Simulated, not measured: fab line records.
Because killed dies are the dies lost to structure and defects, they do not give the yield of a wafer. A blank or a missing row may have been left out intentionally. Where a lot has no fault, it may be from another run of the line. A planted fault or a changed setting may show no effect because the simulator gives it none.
A lot that was struck, set against a sound lot ; flow sky130 ; 31 out of 708 route steps
Sound: these wafers, L156.3, L156.4, L156.5. The struck wafers were L162.1, L162.3, L162.5. The cause is named last.
At each step with rows: each side's tool, then ch and its chambers, then its first start. Under that, the readings that differ: sound wafers ; struck wafers ; difference of the means ; sigmas: that difference in standard deviations of wafers without a fault.
alike: words and numbers the same on both sides, and readings whose means are apart by under 2 such deviations; not compared: readings that were withheld, readings missing a value for some wafer, numbers with overlapping values and no deviation given by the record, and bounds like >300 which may hide the same value.
The two part at a step that has a row with sigmas, a row that says differs or no value, or rows on one side only. Non-overlapping numbers with no deviation appear without sigmas and do not part them. Lack of a reading on every wafer of one side parts them only where that side has two or more wafers.

first, 1 step without rows for these wafers: SKY_PWDE_IMPLANT_08.
SKY_PWDE_STRIP_09: strips in O2/N2.
  sound on plasmaAsher-04 ch 0,1, day 4 10:38; struck on plasmaAsher-02 ch 0,1, day 6 07:32
  alike: drypumpMotorCurrentA, oesProductAu, stripTimeToEndpointS
  not compared: rfHoursCounterH
SKY_PWDE_TW_MEAS_10:
  sound on filmMetro-04, day 4 10:43; struck on filmMetro-02, day 6 07:38
  alike: PWDE_TW
then, 7 steps without rows for these wafers: SKY_NWELL_DEHYDRATE_03 (time 60 s); SKY_NWELL_HMDS_04 (prime time 60 s); SKY_NWELL_COAT_05 (resist thk 3000 nm); SKY_NWELL_SOFTBAKE_06; SKY_NWELL_EXPOSE_07 (exposes mask NWM, target cd 840 nm); SKY_NWELL_PEB_08; SKY_NWELL_DEVELOP_09 (develop time 60 s).
SKY_NWELL_OVL_MEAS_10:
  sound on overlay-01, day 5 02:28; struck on overlay-01, day 7 03:07
reading;sound;struck;difference;sigmas
NWELL_00_OVL (nm);4.8 2.7 2.4;-2.4 -0.4 -1.0;-4.6;-3
then, 1 step without rows for these wafers: SKY_NWELL_IMPLANT_11.
SKY_NWELL_IMPLANT_12:
  sound on implanter-02 ch 0, day 5 02:42; struck on implanter-04 ch 0, day 7 03:37
then, 1 step without rows for these wafers: SKY_NWELL_IMPLANT_13.
SKY_NWELL_STRIP_14: strips in O2/N2.
  sound on plasmaAsher-04 ch 0,1, day 5 02:59; struck on plasmaAsher-04 ch 0, day 7 03:55
  alike: drypumpMotorCurrentA, oesProductAu, stripTimeToEndpointS
  not compared: rfHoursCounterH
SKY_NWELL_TW_MEAS_15:
  sound on filmMetro-04, day 5 03:04; struck on filmMetro-02, day 7 04:01
  alike: NWELL_TW
then, 7 steps without rows for these wafers: SKY_NWELL_DEHYDRATE_16 (time 60 s); SKY_NWELL_HMDS_17 (prime time 60 s); SKY_NWELL_COAT_18 (resist thk 3000 nm); SKY_NWELL_SOFTBAKE_19; SKY_NWELL_EXPOSE_20 (exposes mask NWM COMPLEMENT, target cd 840 nm); SKY_NWELL_PEB_21; SKY_NWELL_DEVELOP_22 (develop time 60 s).
SKY_NWELL_OVL_MEAS_23:
  sound on overlay-02, day 5 20:40; struck on overlay-02, day 7 22:46
  alike: NWELL_01_OVL
then, 1 step without rows for these wafers: SKY_NWELL_IMPLANT_24.
SKY_NWELL_STRIP_25: strips in O2/N2.
  sound on plasmaAsher-03 ch 0,1, day 5 20:53; struck on plasmaAsher-02 ch 0,1, day 7 22:57
  alike: drypumpMotorCurrentA, oesProductAu, stripTimeToEndpointS
  not compared: rfHoursCounterH
SKY_NWELL_TW_MEAS_26:
  sound on filmMetro-02, day 5 20:58; struck on filmMetro-04, day 7 23:03
  alike: NWELL_2_TW
then, 1 step without rows for these wafers: SKY_NWELL_CLEAN_27 (cleans in SC1/SC2, time 150 s).
SKY_NWELL_RTA_28: time 30 s.
  sound on rtpAnneal-02 ch 0, day 5 21:05; struck on rtpAnneal-02 ch 0, day 7 23:10
  alike: lampPowerPct, rampDownCPerS, wafer_temp_C_max
SKY_NWELL_RS_MEAS_29: the measuring method here is four-point-probe.
  sound on filmMetro-01, day 5 21:11; struck on filmMetro-01, day 7 23:37
reading;sound;struck;difference;sigmas
NWELL_RS (ohm/sq);626.5 622.8 625.1;593.2 592.3 594.0;-31.6;-21
-- the record jumps here: 41 days lie between the struck wafers' starts before and after (it left off in module NWELL and takes up again in module PAD_OPEN, whose first step shown is number 708 of the route) --
SKY_PAD_OPEN_PROBE_99:
  sound on prober-01, day 46 10:25; struck on prober-02, day 48 17:55
reading;sound;struck;difference;sigmas
model.etest.nfet_16v.rOnOhmUm;1.459e+04 1.45e+04 1.45e+04;1.331e+04 1.335e+04 1.342e+04;-1.170e+03;
model.etest.pfet_16v.rOnOhmUm;1.545e+04 1.514e+04 1.52e+04;1.567e+04 1.554e+04 1.572e+04;+3.800e+02;
model.etest.pfetG5v0d10v5.rOnOhmUm;4768 4696 4597;5217 5210 5197;+521;
model.etest.tipP.rsOhmSq;6807 6776 6805;7100 7050 7138;+300;
model.etest.tip_p_5v.rsOhmSq;2865 2846 2838;3083 3084 3061;+226;
model.etest.pfet_01v8.rOnOhmUm;2906 2881 2836;2914 2968 2975;+78;
model.etest.pfetG5v0d10v5.driveUaUm;340.7 345.9 349.7;298 299.1 299.2;-47;
model.etest.pfet_01v8_lvt.driveUaUm;174.4 176.6 176.1;147.2 145.8 144.9;-29.7;
  alike: killed_at_M0_to_M3, killed_at_M4_up, killedAtContacts, killedAtFrontEnd, killedAtOther, killedDies, killedOpen, killedShort

== WHERE THEY PART ==
First at SKY_NWELL_OVL_MEAS_10; last, within this record, at SKY_NWELL_RS_MEAS_29. Later steps at which nothing parts them and some readings are alike: SKY_PAD_OPEN_PROBE_99.

WHY: the cause the simulator had injected
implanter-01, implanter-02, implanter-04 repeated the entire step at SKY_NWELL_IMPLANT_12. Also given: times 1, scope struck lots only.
